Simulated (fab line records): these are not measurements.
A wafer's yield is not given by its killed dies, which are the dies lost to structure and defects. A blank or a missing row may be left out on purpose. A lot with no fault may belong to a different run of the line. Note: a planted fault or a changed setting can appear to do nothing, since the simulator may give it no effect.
The tool behind it: which one? || flow gf180mcu || 42 wafers from 14 lots sampled at 2 of the route's 602 steps

WHAT EACH GAUGE READ, for each wafer
GF_STI_BOW_MEAS_00.
{"lot": "L671", "measured": "day 1 10:02", "on": "film-metro-03", "INCOMING_BOW (um)": "-3 -6 -6"}
{"lot": "L672", "measured": "day 1 15:01", "on": "film-metro-03", "INCOMING_BOW (um)": "-3 -4 0"}
{"lot": "L673", "measured": "day 1 20:04", "on": "film-metro-03", "INCOMING_BOW (um)": "-4 13 -6"}
{"lot": "L674", "measured": "day 2 01:02", "on": "film-metro-02", "INCOMING_BOW (um)": "2 4 -16"}
{"lot": "L676", "measured": "day 2 11:00", "on": "film-metro-01", "INCOMING_BOW (um)": "-10 5 3"}
{"lot": "L677", "measured": "day 2 16:01", "on": "film-metro-01", "INCOMING_BOW (um)": "-1 -13 1"}
{"lot": "L678", "measured": "day 2 21:00", "on": "film-metro-03", "INCOMING_BOW (um)": "10 1 10"}
{"lot": "L682", "measured": "day 3 17:00", "on": "film-metro-03", "INCOMING_BOW (um)": "-6 -7 2"}
{"lot": "L683", "measured": "day 3 22:02", "on": "film-metro-03", "INCOMING_BOW (um)": "6 -6 5"}
{"lot": "L684", "measured": "day 4 03:00", "on": "film-metro-02", "INCOMING_BOW (um)": "-9 -8 10"}
{"lot": "L685", "measured": "day 4 08:02", "on": "film-metro-01", "INCOMING_BOW (um)": "-3 -1 1"}
{"lot": "L690", "measured": "day 5 09:01", "on": "film-metro-03", "INCOMING_BOW (um)": "-5 -10 4"}
{"lot": "L693", "measured": "day 6 00:01", "on": "film-metro-03", "INCOMING_BOW (um)": "-16 -4 -8"}
{"lot": "L694", "measured": "day 6 05:00", "on": "film-metro-02", "INCOMING_BOW (um)": "11 -9 4"}

GF_STI_CD_MEAS_12: the cd target is 220 nm.
{"lot": "L671", "measured": "day 2 04:49", "on": "cd-sem-02", "cd-nm (nm)": "219.1 220.1 218.9"}
{"lot": "L672", "measured": "day 2 06:45", "on": "cd-sem-02", "cd-nm (nm)": "220.2 219.8 220.1"}
{"lot": "L673", "measured": "day 2 11:43", "on": "cd-sem-01", "cd-nm (nm)": "220.5 221.8 221.3"}
{"lot": "L674", "measured": "day 2 16:48", "on": "cd-sem-01", "cd-nm (nm)": "220.7 221.4 220.9"}
{"lot": "L676", "measured": "day 3 02:50", "on": "cd-sem-02", "cd-nm (nm)": "221.5 222.7 222.8"}
{"lot": "L677", "measured": "day 3 08:41", "on": "cd-sem-01", "cd-nm (nm)": "222.0 221.9 221.5"}
{"lot": "L678", "measured": "day 3 13:07", "on": "cd-sem-02", "cd-nm (nm)": "220.7 219.8 220.4"}
{"lot": "L682", "measured": "day 4 10:43", "on": "cd-sem-02", "cd-nm (nm)": "219.6 220.0 220.1"}
{"lot": "L683", "measured": "day 4 14:25", "on": "cd-sem-01", "cd-nm (nm)": "219.5 218.3 218.5"}
{"lot": "L684", "measured": "day 4 20:02", "on": "cd-sem-02", "cd-nm (nm)": "219.2 218.5 219.0"}
{"lot": "L685", "measured": "day 5 02:13", "on": "cd-sem-01", "cd-nm (nm)": "218.8 219.1 218.6"}
{"lot": "L690", "measured": "day 6 02:32", "on": "cd-sem-01", "cd-nm (nm)": "221.8 222.2 221.7"}
{"lot": "L693", "measured": "day 6 20:17", "on": "cd-sem-02", "cd-nm (nm)": "218.7 218.5 218.9"}
{"lot": "L694", "measured": "day 7 00:19", "on": "cd-sem-02", "cd-nm (nm)": "219.4 221.2 219.5"}

WHICH TOOL RAN EACH LOT (tool, then ch and the chambers of the sampled wafers, then the start)
Record: no process step prior to these readings.

AS READ BY THE TOOLS THEMSELVES (means over the sampled wafers that have a number; for cases with no such wafer, the mark the record gives instead)
The record holds no such reading with a usual standard deviation.

THE ANSWER, worked out from the rows above alone
Rule: the usual values come from the lots themselves. The widest of any qualifying gaps counts: lots, ordered by their means at a reading, are off when they make up no more than a third of the lots, leave a main group of 4 or more, and stand apart from it by 3 or more times the standard deviation of that group's means. A main group whose means are all the same, to the digits that the tables above print for the reading, isn't used. A lot without any number at a reading at which 4 lots or more have one is off too. All remaining lots with rows at the step are treated as sound. First the gauges in route order, then the tools' own readings, where a lot's mean is used as printed above. The first step at which some lot is off is used, and at that step the reading that is off furthest; a lot without a number counts as furthest.
No lot is off on any of the readings shown, so nothing can be concluded from this.

WHAT WAS PUT IN BY THE SIMULATOR
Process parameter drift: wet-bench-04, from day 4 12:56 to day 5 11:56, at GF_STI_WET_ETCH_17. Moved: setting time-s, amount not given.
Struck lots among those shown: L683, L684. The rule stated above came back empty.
